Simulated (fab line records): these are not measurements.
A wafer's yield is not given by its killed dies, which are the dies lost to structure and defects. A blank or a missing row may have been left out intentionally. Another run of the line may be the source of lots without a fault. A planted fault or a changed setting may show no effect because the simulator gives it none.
A lot that was struck, set against a sound lot + flow sky130 + 17 out of 708 route steps
Sound: wafers L894.2, L894.4, L894.5. Struck: wafers L900.4, L900.5. (L900.3 of the same lot was not struck and is left out.) The cause comes at the end.
Per side, at each step with rows, come the tool, then ch with its chambers, and then its first start. Under that, the readings that differ: sound wafers + struck wafers + difference of the means + sigmas: that difference in standard deviations of wafers without a fault.
alike: readings whose means differ by less than 2 such deviations, and words and numbers that are the same on both sides. not compared: withheld readings, readings that some wafer has no value for, bounds like >300 that may hide the same value, and numbers for which the record gives no deviation and whose values overlap.
The two part at a step that has a row with sigmas, a row that says differs or no value, or rows on one side only. When numbers do not overlap yet have no deviation, they are printed without sigmas and do not part them. A reading that every wafer of one side lacks parts them only if that side has two wafers or more.

first, 5 steps without rows for these wafers: SKY_VIA4_COAT_06 (resist thk 1140 nm); SKY_VIA4_SOFTBAKE_07 (time 57.67 s); SKY_VIA4_EXPOSE_08 (exposes mask VIM4, target cd 800 nm); SKY_VIA4_PEB_09; SKY_VIA4_DEVELOP_10 (develop time 60 s).
SKY_VIA4_OVL_MEAS_11:
  sound: overlay-01 at day 43 23:53; struck: overlay-01 at day 46 04:31
  alike: VIA4_OVL
SKY_VIA4_ETCH_12: etches SiO2 in C4F8/O2/Ar, stops on TiN, target depth 580 nm.
  sound on rieDiel-03 ch 1,2, day 43 23:55; struck on rieDiel-02 ch 2,3, day 46 04:33
  alike: oesProductAu
SKY_VIA4_STRIP_13: strips in O2/N2.
  sound on plasmaAsher-02 ch 0,1, day 43 23:59; struck on plasmaAsher-02 ch 1, day 46 04:39
  alike: drypumpMotorCurrentA, oesProductAu, stripTimeToEndpointS
  not compared: rfHoursCounterH
then, 3 steps without rows for these wafers: SKY_VIA4_STRIP_14 (strips in post etch residue remover, time 1200 s); SKY_VIA4_CLEAN_15 (cleans in IPA, time 180 s); SKY_VIA4_CLEAN_16 (cleans in O3/DIW).
SKY_VIA4_SPUTTER_17: material TiN, target thk 20 nm, time 80 s.
  sound: pvdSputter-04 at day 44 00:37; struck: pvdSputter-04 at day 46 05:13
  alike: throttleValvePct
SKY_VIA4_CVD_18: deposits W, target thk 505 nm, time 152.14 s.
  sound on cvdW-01 ch 0,1, day 44 00:41; struck on cvdW-01 ch 0, day 46 05:19
| reading                           | sound             | struck      | difference | sigmas |
|-----------------------------------|-------------------|-------------|------------|--------|
| model.W_of_VIA4_CVD_18.thkNm (nm) | 499.5 503.7 502.4 | 360.4 364.9 | -139.2     |        |
  alike: heaterPowerW
SKY_VIA4_RS_MEAS_19: a four-point-probe measurement.
  sound: filmMetro-03 at day 44 00:51; struck: filmMetro-04 at day 46 05:28
| reading            | sound                | struck        | difference | sigmas |
|--------------------|----------------------|---------------|------------|--------|
| VIA4_W_RS (ohm/sq) | 0.2284 0.2264 0.2278 | 0.3184 0.3144 | +0.0889    | +32    |
SKY_VIA4_THK_MEAS_20: measures by xrf.
  sound: filmMetro-03 at day 44 00:58; struck: filmMetro-04 at day 46 05:34
| reading         | sound       | struck  | difference | sigmas |
|-----------------|-------------|---------|------------|--------|
| VIA4_W_THK (nm) | 493 502 498 | 349 354 | -146       | -17    |
SKY_VIA4_CMP_21: polishes, stops on SiO2, t overpolish 25 s, target thk 0 nm.
  sound on cmp-01 ch 1,2,3, day 44 01:01; struck on cmp-02 ch 1,3, day 46 05:42
| reading             | sound       | struck | difference | sigmas |
|---------------------|-------------|--------|------------|--------|
| timeToEndpointS (s) | 117 114 121 | 92 87  | -28        | -8     |
  alike: motorCurrentA, slurryFilterDpKPa, slurryFlowMlMin
SKY_METAL5_SPUTTER_00: material Ti, target thk 15 nm, time 10 s.
  sound: pvdSputter-01 at day 44 01:19; struck: pvdSputter-02 at day 46 05:54
  alike: throttleValvePct

== WHERE THEY PART ==
First at SKY_VIA4_RS_MEAS_19; last, within this record, at SKY_VIA4_CMP_21. Later steps at which nothing parts them and some readings are alike: SKY_METAL5_SPUTTER_00.

WHY: the cause the simulator had injected
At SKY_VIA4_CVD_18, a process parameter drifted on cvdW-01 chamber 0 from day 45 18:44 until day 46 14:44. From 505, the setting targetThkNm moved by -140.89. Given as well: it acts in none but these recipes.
